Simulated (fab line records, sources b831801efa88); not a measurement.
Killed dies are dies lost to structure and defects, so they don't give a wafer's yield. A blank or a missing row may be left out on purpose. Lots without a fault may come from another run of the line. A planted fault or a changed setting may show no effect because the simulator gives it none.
fab line records | flow gf180mcu
record lots=24 wafers=72 last_day=34
route steps=602 shown M3@410 V3@452 M4@459 V4@477 MIM@522 TOP_METAL@573
lots that met no fault: from a run of the same line without faults
start_h: hours from the record's first day to the start of the lot's first wafer shown | wait_h: hours since the lot's step before | " the same as in the row above | L1.1+2: a row that stands for several wafers | - no value, or no start given | * or withheld: withheld | < > ~ a bound
route shown NAME@n: a module of which the file shows steps, and the number in the route of the first | usual: mean/standard deviation of fault-free wafers | same: alike in all rows | chamber/n: place in a boat | sites: the reading at each site | _std_site: their standard deviation | _edge_site: outer sites' mean less inner sites' | radius_mm: how far each site lies from the wafer's centre | mask NAME#n: copy n | behind: the tool/chamber that last shaped the wafer | hold: why the lot was held/for how many hours/how that ended | device: the transistor (n, p or np) that didn't switch | end of line: the same wafers' tests at the end of the route | a step without rows: its recipe alone | killed: dies lost to structure and defects at the first sort, not the wafer's yield | map: a wafer's dies, x killed, . not, _ none there
set.NAME: the setting as run; set.NAME@STEP: as run at that earlier step | model.NAME: the simulator's own value behind a step, which no gauge read
steps of the route over a sample of lots; a table a step, a row a wafer
services: from which hour (start_h, from the record's first day; less than 0 if before it) a tool's chamber was out of use, for how many hours, and why
## steps
# step GF_M3_SPUTTER_01
# recipe material=TiN target_thk_nm=30 power_w=6500 time_s=25 chamber_pressure_pa=0.4
# usual throttle_valve_pct=30.5/0.74
# columns lot.wafer tool chamber start_h wait_h throttle_valve_pct
L074.1 pvd_sputter-04 - 446.25 0.1 28.9
L074.2 " - " " 30.8
L074.3 " - " " 30.2
L075.1 pvd_sputter-01 - 452.89 0.1 30.8
L075.5 " - " " 30.7
L075.6 " - " " 30.1
L077.2 pvd_sputter-04 - 482.09 0.1 30.5
L077.3 " - " " 30.0
L077.5 " - " " 30.7
L076.2 pvd_sputter-01 - 484.57 0.1 31.2
L076.5 " - " " 30.7
L076.6 " - " " 29.8
L078.2 pvd_sputter-04 - 493.13 0.1 28.6
L078.4 " - " " 31.0
L078.6 " - " " 28.6
L079.2 pvd_sputter-01 - 501.80 2.3 31.2
L079.3 " - " " 30.8
L079.4 " - " " 29.9
L080.2 pvd_sputter-01 - 507.33 0.1 30.0
L080.5 " - " " 30.7
L080.6 " - " " 30.0
L081.2 pvd_sputter-03 - 525.72 0.1 30.2
L081.5 " - " " 30.9
L081.6 " - " " 30.1
L082.1 pvd_sputter-03 - 530.35 0.1 30.5
L082.2 " - " " 31.7
L082.3 " - " " 30.0
L083.1 pvd_sputter-04 - 531.02 0.1 31.1
L083.2 " - " " 30.2
L083.4 " - " " 30.6
L084.2 pvd_sputter-04 - 534.54 0.1 30.1
L084.3 " - " " 30.6
L084.4 " - " " 31.0
L085.2 pvd_sputter-03 - 541.90 0.1 31.1
L085.3 " - " " 31.7
L085.5 " - " " 31.0
L086.1 pvd_sputter-01 - 553.01 0.1 29.7
L086.2 " - " " 31.2
L086.5 " - " " 29.7
L087.1 pvd_sputter-03 - 571.53 0.1 31.5
L087.2 " - " " 31.6
L087.6 " - " " 29.9
L088.2 pvd_sputter-01 - 573.20 0.1 31.1
L088.4 " - " " 30.9
L088.5 " - " " 31.0
L089.1 pvd_sputter-04 - 583.83 0.1 30.8
L089.2 " - " " 28.9
L089.3 " - " " 30.2
L090.4 pvd_sputter-03 - 589.15 0.1 31.0
L090.5 " - " " 30.0
L090.6 " - " " 30.4
L091.4 pvd_sputter-04 - 601.71 0.1 30.3
L091.5 " - " " 31.0
L091.6 " - " " 30.6
L092.2 pvd_sputter-01 - 605.24 0.1 31.3
L092.3 " - " " 30.6
L092.6 " - " " 31.4
L093.1 pvd_sputter-04 - 612.82 0.1 28.7
L093.4 " - " " 30.6
L093.5 " - " " 28.8
L095.1 pvd_sputter-04 - 625.58 0.1 30.7
L095.5 " - " " 30.8
L095.6 " - " " 30.7
L094.1 pvd_sputter-03 - 627.21 0.1 30.3
L094.2 " - " " 31.6
L094.6 " - " " 31.2
L096.1 pvd_sputter-03 - 632.65 0.1 30.9
L096.2 " - " " 29.9
L096.4 " - " " 30.6
L097.2 pvd_sputter-01 - 643.82 0.1 31.0
L097.3 " - " " 31.4
L097.5 " - " " 31.3
# step GF_V3_CVD_23
# recipe material=W target_thk_nm=350 time_s=104.9 temp_c=400 pressure_torr=40
# usual heater_power_w=824/78 susceptor_temp_C=399.99/0.23
# columns lot.wafer tool chamber start_h wait_h heater_power_w susceptor_temp_C
L074.1 cvd_w-01 0 494.06 0.0 727 399.89
L074.2 " 1 " " 923 400.02
L074.3 " 0 " " 720 400.22
L075.1 cvd_w-01 0 504.22 0.0 714 400.51
L075.5 " 1 " " 913 400.11
L075.6 " 0 " " 711 400.34
L077.2 cvd_w-01 1 533.35 0.0 940 399.88
L077.3 " 0 " " 715 400.09
L077.5 " 0 " " 721 399.95
L076.2 cvd_w-02 1 535.08 0.1 823 400.13
L076.5 " 1 " " 810 399.92
L076.6 " 1 " " 788 399.90
L078.2 cvd_w-01 0 543.33 0.0 718 399.95
L078.4 " 0 " " 709 399.77
L078.6 " 0 " " 738 399.79
L079.2 cvd_w-02 1 551.28 0.0 804 399.71
L079.3 " 1 " " 835 399.92
L079.4 " 0 " " 819 400.03
L080.2 cvd_w-02 0 557.30 0.0 823 400.05
L080.5 " 1 " " 796 400.04
L080.6 " 0 " " 826 399.92
L081.2 cvd_w-01 1 574.99 0.0 936 400.35
L081.5 " 1 " " 925 400.46
L081.6 " 0 " " 713 400.24
L082.1 cvd_w-02 0 578.29 0.0 817 399.83
L082.2 " 1 " " 803 399.99
L082.3 " 1 " " 813 399.97
L083.1 cvd_w-02 0 578.99 0.0 813 399.84
L083.2 " 1 " " 824 399.90
L083.4 " 0 " " 818 399.86
L084.2 cvd_w-01 0 582.19 0.0 738 400.30
L084.3 " 1 " " 944 400.21
L084.4 " 0 " " 735 400.19
L085.2 cvd_w-02 0 589.25 0.0 829 400.05
L085.3 " 0 " " 835 399.87
L085.5 " 0 " " 820 400.09
L086.1 cvd_w-01 1 601.20 0.0 946 399.67
L086.2 " 0 " " 713 399.89
L086.5 " 0 " " 723 399.85
L087.1 cvd_w-01 1 616.78 0.0 940 400.01
L087.2 " 0 " " 722 399.47
L087.6 " 1 " " 936 399.71
L088.2 cvd_w-02 1 618.35 0.0 809 399.93
L088.4 " 1 " " 825 400.10
L088.5 " 1 " " 817 400.12
L089.1 cvd_w-01 0 629.76 0.0 727 399.86
L089.2 " 1 " " 926 400.08
L089.3 " 1 " " 950 399.90
L090.4 cvd_w-01 1 633.82 0.1 957 399.96
L090.5 " 1 " " 944 399.81
L090.6 " 0 " " 718 400.20
L091.4 cvd_w-01 1 645.84 0.1 943 399.65
L091.5 " 0 " " 721 400.35
L091.6 " 1 " " 933 399.58
L092.2 cvd_w-02 0 649.05 0.0 815 399.70
L092.3 " 1 " " 805 400.17
L092.6 " 1 " " 828 399.88
L093.1 cvd_w-02 1 655.80 0.0 827 399.94
L093.4 " 0 " " 820 400.25
L093.5 " 1 " " 813 400.19
L095.1 cvd_w-02 0 667.62 0.0 812 399.87
L095.5 " 1 " " 820 400.06
L095.6 " 0 " " 826 400.10
L094.1 cvd_w-02 1 669.49 0.0 794 400.35
L094.2 " 0 " " 818 399.74
L094.6 " 0 " " 811 399.67
L096.1 cvd_w-01 0 675.06 0.0 725 399.95
L096.2 " 1 " " 942 400.06
L096.4 " 1 " " 959 399.90
L097.2 cvd_w-02 0 683.67 0.0 818 399.88
L097.3 " 1 " " 805 400.30
L097.5 " 1 " " 822 400.02
# step GF_M4_SPUTTER_03
# recipe material=Ti target_thk_nm=10 substrate_temp_c=300 chamber_pressure_pa=0.3 power_w=3000 time_s=6.7
# usual throttle_valve_pct=30.4/0.89
# columns lot.wafer tool chamber start_h wait_h throttle_valve_pct
L074.1 pvd_sputter-02 - 494.81 0.0 28.3
L074.2 " - " " 31.0
L074.3 " - " " 30.4
L075.1 pvd_sputter-03 - 504.98 0.0 30.1
L075.5 " - " " 30.1
L075.6 " - " " 30.6
L077.2 pvd_sputter-03 - 534.11 0.0 31.6
L077.3 " - " " 30.1
L077.5 " - " " 31.8
L076.2 pvd_sputter-03 - 535.91 0.0 30.2
L076.5 " - " " 31.3
L076.6 " - " " 29.9
L078.2 pvd_sputter-04 - 544.09 0.0 30.4
L078.4 " - " " 28.6
L078.6 " - " " 28.5
L079.2 pvd_sputter-04 - 552.03 0.0 30.7
L079.3 " - " " 30.7
L079.4 " - " " 29.9
L080.2 pvd_sputter-03 - 558.05 0.0 31.2
L080.5 " - " " 31.5
L080.6 " - " " 31.2
L081.2 pvd_sputter-04 - 575.74 0.0 29.9
L081.5 " - " " 30.7
L081.6 " - " " 30.7
L082.1 pvd_sputter-03 - 579.04 0.0 31.0
L082.2 " - " " 30.8
L082.3 " - " " 31.6
L083.1 pvd_sputter-02 - 579.74 0.0 30.4
L083.2 " - " " 28.3
L083.4 " - " " 29.7
L084.2 pvd_sputter-04 - 582.94 0.0 30.9
L084.3 " - " " 30.9
L084.4 " - " " 28.7
L085.2 pvd_sputter-02 - 590.00 0.0 30.4
L085.3 " - " " 30.8
L085.5 " - " " 30.4
L086.1 pvd_sputter-03 - 602.09 0.0 31.4
L086.2 " - " " 30.1
L086.5 " - " " 30.8
L087.1 pvd_sputter-04 - 617.53 0.0 28.6
L087.2 " - " " 30.6
L087.6 " - " " 30.8
L088.2 pvd_sputter-02 - 619.11 0.0 29.8
L088.4 " - " " 30.5
L088.5 " - " " 28.3
L089.1 pvd_sputter-02 - 630.52 0.0 29.9
L089.2 " - " " 28.2
L089.3 " - " " 30.8
L090.4 pvd_sputter-04 - 634.54 0.0 30.8
L090.5 " - " " 29.8
L090.6 " - " " 30.7
L091.4 pvd_sputter-04 - 646.56 0.0 28.6
L091.5 " - " " 28.9
L091.6 " - " " 30.2
L092.2 pvd_sputter-03 - 649.81 0.0 30.2
L092.3 " - " " 31.3
L092.6 " - " " 30.5
L093.1 pvd_sputter-03 - 656.56 0.0 30.1
L093.4 " - " " 31.5
L093.5 " - " " 31.7
L095.1 pvd_sputter-03 - 668.37 0.0 30.6
L095.5 " - " " 31.1
L095.6 " - " " 30.7
L094.1 pvd_sputter-04 - 670.24 0.0 31.0
L094.2 " - " " 30.1
L094.6 " - " " 31.1
L096.1 pvd_sputter-03 - 675.81 0.0 30.0
L096.2 " - " " 31.7
L096.4 " - " " 31.8
L097.2 pvd_sputter-04 - 684.42 0.0 30.7
L097.3 " - " " 28.8
L097.5 " - " " 30.1
# step GF_V4_THK_MEAS_01
# recipe reads=SiO2_of_V4_CVD_00
# usual V4_CVD_00_THK=603/6.9
# columns lot.wafer tool chamber start_h wait_h V4_CVD_00_THK[nm]
L074.1 film_metro-04 - 520.07 0.0 605
L074.2 " - " " 600
L074.3 " - " " 601
L075.1 film_metro-03 - 529.60 0.0 619
L075.5 " - " " 612
L075.6 " - " " 616
L077.2 film_metro-03 - 558.02 0.0 601
L077.3 " - " " 601
L077.5 " - " " 598
L076.2 film_metro-04 - 559.67 0.0 612
L076.5 " - " " 596
L076.6 " - " " 607
L078.2 film_metro-04 - 567.81 0.0 599
L078.4 " - " " 602
L078.6 " - " " 598
L079.2 film_metro-02 - 576.04 0.0 609
L079.3 " - " " 615
L079.4 " - " " 614
L080.2 film_metro-02 - 581.69 0.0 614
L080.5 " - " " 608
L080.6 " - " " 613
L081.2 film_metro-04 - 598.80 0.0 615
L081.5 " - " " 599
L081.6 " - " " 606
L082.1 film_metro-04 - 601.47 0.0 598
L082.2 " - " " 604
L082.3 " - " " 599
L083.1 film_metro-02 - 603.15 0.0 599
L083.2 " - " " 593
L083.4 " - " " 603
L084.2 film_metro-03 - 605.40 0.0 605
L084.3 " - " " 592
L084.4 " - " " 600
L085.2 film_metro-04 - 612.94 0.0 592
L085.3 " - " " 591
L085.5 " - " " 598
L086.1 film_metro-04 - 624.43 0.0 613
L086.2 " - " " 600
L086.5 " - " " 598
L087.1 film_metro-04 - 639.06 0.0 604
L087.2 " - " " 601
L087.6 " - " " 594
L088.2 film_metro-02 - 640.59 0.0 614
L088.4 " - " " 607
L088.5 " - " " 610
L089.1 film_metro-02 - 652.34 0.0 599
L089.2 " - " " 603
L089.3 " - " " 597
L090.4 film_metro-03 - 655.29 0.0 600
L090.5 " - " " 604
L090.6 " - " " 600
L091.4 film_metro-02 - 667.06 0.0 588
L091.5 " - " " 591
L091.6 " - " " 597
L092.2 film_metro-03 - 670.27 0.0 600
L092.3 " - " " 610
L092.6 " - " " 599
L093.1 film_metro-03 - 675.46 0.0 602
L093.4 " - " " 603
L093.5 " - " " 601
L095.1 film_metro-02 - 688.03 0.0 613
L095.5 " - " " 608
L095.6 " - " " 604
L094.1 film_metro-03 - 689.96 0.1 590
L094.2 " - " " 600
L094.6 " - " " 591
L096.1 film_metro-04 - 695.78 0.1 615
L096.2 " - " " 602
L096.4 " - " " 608
L097.2 film_metro-04 - 702.87 0.0 606
L097.3 " - " " 598
L097.5 " - " " 605
# step GF_MIM_METAL_ETCH_19
# recipe chemistry=Cl2/BCl3 mask_material=NOVOLAK stop_on=Si3N4 target_depth_nm=324.5 pressure_mtorr=8 icp_w=800 bias_w=140 Cl2_flow_sccm=80 bcl3_flow_sccm=40 time_s=54.1
# usual drypump_motor_current_A=6.01/0.25 oes_product_au=0.940/0.0063 throttle_valve_pct=28.285/0.01
# columns lot.wafer tool chamber start_h wait_h drypump_motor_current_A oes_product_au rf_hours_counter_h throttle_valve_pct
L074.1 rie_metal-02 0 568.60 0.1 5.74 0.936 7 28.279
L074.2 " 1 " " 5.80 0.937 7 28.292
L074.3 " 1 " " 5.75 0.944 - 28.280
L075.1 rie_metal-03 0 576.54 0.1 5.98 0.941 2 28.271
L075.5 " 1 " " 5.79 0.947 - 28.280
L075.6 " 0 " " 5.97 0.937 - 28.287
L077.2 rie_metal-04 0 603.89 0.1 6.33 0.945 5 28.285
L077.3 " 0 " " 6.33 0.937 - 28.289
L077.5 " 0 " " 6.32 0.940 - 28.279
L076.2 rie_metal-03 1 606.24 0.1 5.79 0.944 12 28.292
L076.5 " 1 " " 5.82 0.934 - 28.290
L076.6 " 0 " " 6.00 0.934 - 28.305
L078.2 rie_metal-02 0 613.74 0.1 5.75 0.947 9 28.286
L078.4 " 1 " " 5.82 0.937 - 28.272
L078.6 " 1 " " 5.79 0.943 - 28.292
L079.2 rie_metal-03 1 622.19 0.1 5.86 0.934 13 28.300
L079.3 " 1 " " 5.83 0.930 - 28.292
L079.4 " 0 " " 6.01 0.938 - 28.286
L080.2 rie_metal-03 0 626.54 0.1 5.96 0.945 3 28.290
L080.5 " 0 " " 5.99 0.939 - 28.292
L080.6 " 1 " " 5.80 0.954 - 28.294
L081.2 rie_metal-04 0 642.54 0.1 6.33 0.955 6 28.262
L081.5 " 0 " " 6.33 0.941 - 28.286
L081.6 " 1 " " 6.34 0.941 - 28.287
L082.1 rie_metal-04 0 645.64 0.1 6.33 0.938 6 28.291
L082.2 " 1 " " 6.34 0.927 10 28.285
L082.3 " 0 " " 6.34 0.942 - 28.281
L083.1 rie_metal-03 1 647.49 0.1 5.76 0.926 13 28.297
L083.2 " 0 " " 5.99 0.942 4 28.275
L083.4 " 0 " " 5.99 0.938 - 28.272
L084.2 rie_metal-02 0 649.19 0.1 5.74 0.927 10 28.297
L084.3 " 0 " " 5.72 0.927 - 28.311
L084.4 " 1 " " 5.81 0.943 - 28.273
L085.2 rie_metal-04 1 656.44 0.1 6.35 0.940 10 28.310
L085.3 " 1 " " 6.35 0.945 - 28.281
L085.5 " 0 " " 6.35 0.938 - 28.284
L086.1 rie_metal-02 0 666.94 0.1 5.75 0.940 11 28.292
L086.2 " 1 " " 5.81 0.948 10 28.280
L086.5 " 1 " " 5.82 0.942 - 28.279
L087.1 rie_metal-02 0 679.55 0.1 5.76 0.936 12 28.278
L087.2 " 1 " " 5.82 0.933 11 28.291
L087.6 " 1 " " 5.81 0.937 - 28.281
L088.2 rie_metal-04 0 680.90 0.1 6.33 0.939 8 28.277
L088.4 " 0 " " 6.36 0.942 - 28.282
L088.5 " 0 " " 6.36 0.945 - 28.297
L089.1 rie_metal-04 1 691.95 0.1 6.34 0.940 11 28.292
L089.2 " 0 " " 6.34 0.946 8 28.302
L089.3 " 0 " " 6.33 0.939 - 28.287
L090.4 rie_metal-02 1 695.33 0.1 5.82 0.936 - 28.283
L090.5 " 1 " " 5.83 0.942 - 28.299
L090.6 " 0 " " 5.73 0.939 - 28.287
L091.4 rie_metal-03 0 705.78 0.1 5.98 0.931 - 28.273
L091.5 " 0 " " 6.00 0.933 - 28.276
L091.6 " 1 " " 5.84 0.940 - 28.291
L092.2 rie_metal-02 0 709.24 0.1 5.78 0.945 12 28.286
L092.3 " 0 " " 5.76 0.947 - 28.270
L092.6 " 0 " " 5.75 0.943 - 28.282
L093.1 rie_metal-02 1 715.90 0.1 5.80 0.938 13 28.272
L093.4 " 1 " " 5.79 0.944 - 28.303
L093.5 " 1 " " 5.80 0.935 - 28.281
L095.1 rie_metal-04 1 725.99 0.1 6.33 0.939 13 28.267
L095.5 " 0 " " 6.33 0.948 - 28.265
L095.6 " 1 " " 6.35 0.947 - 28.291
L094.1 rie_metal-03 1 728.19 0.1 5.78 0.929 2 28.312
L094.2 " 0 " " 5.97 0.936 8 28.285
L094.6 " 1 " " 5.79 0.946 - 28.289
L096.1 rie_metal-04 0 735.14 0.1 6.33 0.933 10 28.289
L096.2 " 1 " " 6.34 0.956 13 28.279
L096.4 " 0 " " 6.32 0.931 - 28.291
L097.2 rie_metal-03 0 739.50 0.1 5.96 0.933 8 28.284
L097.3 " 0 " " 6.00 0.938 - 28.293
L097.5 " 0 " " 5.98 0.933 - 28.291
# step GF_TOP_METAL_THK_MEAS_06
# recipe thk_meas_gauge=xrf reads=AlCu_of_TOP_METAL_SPUTTER_02
# usual TOP_METAL_ALCU_THK=912/11
# columns lot.wafer tool chamber start_h wait_h TOP_METAL_ALCU_THK[nm]
L074.1 film_metro-04 - 616.28 0.1 912
L074.2 " - " " 911
L074.3 " - " " 920
L075.1 film_metro-02 - 624.34 0.1 913
L075.5 " - " " 900
L075.6 " - " " 899
L077.2 film_metro-04 - 650.30 0.1 901
L077.3 " - " " 908
L077.5 " - " " 902
L076.2 film_metro-01 - 652.23 0.1 913
L076.5 " - " " 917
L076.6 " - " " 913
L078.2 film_metro-04 - 659.24 0.1 906
L078.4 " - " " 897
L078.6 " - " " 891
L079.2 film_metro-02 - 667.41 0.1 909
L079.3 " - " " 909
L079.4 " - " " 919
L080.2 film_metro-04 - 669.68 0.1 908
L080.5 " - " " 891
L080.6 " - " " 896
L081.2 film_metro-01 - 683.65 0.1 942
L081.5 " - " " 938
L081.6 " - " " 938
L082.1 film_metro-02 - 686.81 0.1 914
L082.2 " - " " 911
L082.3 " - " " 904
L083.1 film_metro-01 - 689.26 0.1 920
L083.2 " - " " 919
L083.4 " - " " 915
L084.2 film_metro-04 - 692.65 0.1 904
L084.3 " - " " 902
L084.4 " - " " 901
L085.2 film_metro-04 - 697.68 0.1 912
L085.3 " - " " 912
L085.5 " - " " 915
L086.1 film_metro-04 - 706.65 0.1 921
L086.2 " - " " 931
L086.5 " - " " 907
L087.1 film_metro-02 - 719.80 0.1 913
L087.2 " - " " 909
L087.6 " - " " 917
L088.2 film_metro-01 - 720.12 0.1 910
L088.4 " - " " 923
L088.5 " - " " 926
L089.1 film_metro-01 - 730.74 0.1 919
L089.2 " - " " 917
L089.3 " - " " 918
L090.4 film_metro-01 - 734.42 0.1 903
L090.5 " - " " 918
L090.6 " - " " 897
L091.4 film_metro-01 - 743.20 0.1 911
L091.5 " - " " 919
L091.6 " - " " 903
L092.2 film_metro-01 - 746.44 0.1 903
L092.3 " - " " 899
L092.6 " - " " 913
L093.1 film_metro-02 - 752.89 0.1 898
L093.4 " - " " 905
L093.5 " - " " 910
L095.1 film_metro-01 - 761.67 0.1 905
L095.5 " - " " 900
L095.6 " - " " 897
L094.1 film_metro-01 - 764.41 0.1 929
L094.2 " - " " 929
L094.6 " - " " 928
L096.1 film_metro-02 - 771.44 0.1 926
L096.2 " - " " 913
L096.4 " - " " 908
L097.2 film_metro-01 - 775.65 0.1 930
L097.3 " - " " 917
L097.5 " - " " 938
## services
# columns tool chamber start_h hours kind
pvd_sputter-02 - 439.97 6.6 repair
pvd_sputter-04 3 440.33 - consumable_replace:kit
pvd_sputter-04 3 440.33 18.0 scheduled_down
pvd_sputter-04 3 440.33 18.0 vent_cycle
cvd_w-02 1 476.86 15.1 repair
rie_metal-04 - 479.26 2.8 pm
cvd_w-02 - 489.12 14.6 pm
rie_metal-03 0 490.66 6.0 repair
cvd_w-02 - 503.72 6.9 pm
pvd_sputter-02 - 520.44 0.5 repair
cvd_w-02 0 531.91 18.8 repair
pvd_sputter-02 - 582.64 3.7 repair
rie_metal-02 0 596.56 4.7 repair
cvd_w-01 0 616.90 1.6 repair
pvd_sputter-03 - 619.16 4.0 repair
pvd_sputter-01 - 625.02 5.8 repair
cvd_w-02 1 633.72 7.1 repair
pvd_sputter-03 - 641.98 7.5 repair
pvd_sputter-04 - 693.54 2.1 repair
cvd_w-01 1 699.40 18.6 repair
pvd_sputter-02 - 712.50 2.1 repair
pvd_sputter-03 - 720.08 0.8 repair
pvd_sputter-02 - 730.66 9.2 repair
pvd_sputter-04 - 732.29 1.3 repair
## key
fault none
